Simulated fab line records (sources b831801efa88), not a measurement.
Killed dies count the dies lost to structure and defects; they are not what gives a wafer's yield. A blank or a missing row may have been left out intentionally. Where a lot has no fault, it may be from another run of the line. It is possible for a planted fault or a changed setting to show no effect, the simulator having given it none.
8D (eight disciplines) problem report, filled in by code -- flow gf180mcu -- the parts of the form that need people (team, actions taken, sign-off) are left out

== 1. THE PROBLEM ==
spin speed rpm at GF_VT_IMPLANT_COAT_35 reads a mean of 3078.0 rpm on 6 wafers of 2 lots; wafers without a fault read 2999.8 rpm with a standard deviation of 2.5. Relative to the usual mean, that is a shift of +31 standard deviations.
The step: resist thk 1000 nm.
The first sign was on wafer L244.1 at day 12 12:29, on litho track-04. Wafers with a number at this step in the record: 36, from 12 lots. Rule for "out" (also "out of limits"): further than 4 standard deviations from the usual mean. Any other wafer with a number is counted as sound.

== 2. WHAT IT IS, AND WHAT IT ISN'T ==
question,is,is not
which readings at this step,spin speed rpm,-
which lots,"L244, L245","L225, L226, L228, L229, L232, L233, L234, L235, L236, L248"
which wafers of those lots,all that have a number,-
read on which tools,litho track-04,"litho track-01, litho track-02"
when,from day 12 12:29,up to then (27 sound wafers); but 3 sound wafers of L248 came after

== 3. THE SUSPECTS, EACH WITH WHAT RULES IT OUT ==
Counting: any tool at a process step up to the reading is kept as a suspect provided that every lot that is out went through it and no sound lot did after the first of them.
- litho track-04 at GF_VT_IMPLANT_COAT_35 (resist thk 1000 nm): kept. Every lot that is out went through it, starting with L244 (day 12 12:29), and after that it ran no sound lot; the last sound lot it ran before then is L236 (day 10 03:50). Its own spin speed rpm readings are out on those wafers.
Remaining after the count: litho track-04 at GF_VT_IMPLANT_COAT_35.

== 4. THE CAUSE (what the simulator had put in) ==
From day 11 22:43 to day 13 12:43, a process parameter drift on litho track-04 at GF_VT_IMPLANT_COAT_35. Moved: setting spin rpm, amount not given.
The count eliminated every tool but this one.

== 5. SEQUENCE OF EFFECTS, ordered by route ==
Rows list readings where the struck wafers' mean (over those with a number) sits beyond 3 standard deviations from the usual. Readings are gone through only where the record gives a usual standard deviation; hours: the median, over the lots, of the time from a lot's start at the first step in this table giving one to that lot's start at this step; sigmas: the change measured in usual standard deviations.
hours,step,reading,usual,on struck wafers,change,sigmas
0,GF_VT_IMPLANT_COAT_35,spin speed rpm,2999.8 rpm,3078.0,+78.2,+31
10,GF_VT_IMPLANT_STRIP_42,strip time to endpoint s,12.61 s,12.45,-0.16,-5.0
It contains these process steps:
- GF_VT_IMPLANT_COAT_35: resist thk 1000 nm.
- GF_VT_IMPLANT_STRIP_42: strips in O2/N2.

== 6. HOW IT WOULD HAVE BEEN CAUGHT EARLIER ==
In this record the first reading out of limits was taken at day 12 12:29, 14 hours after the fault began at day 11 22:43.
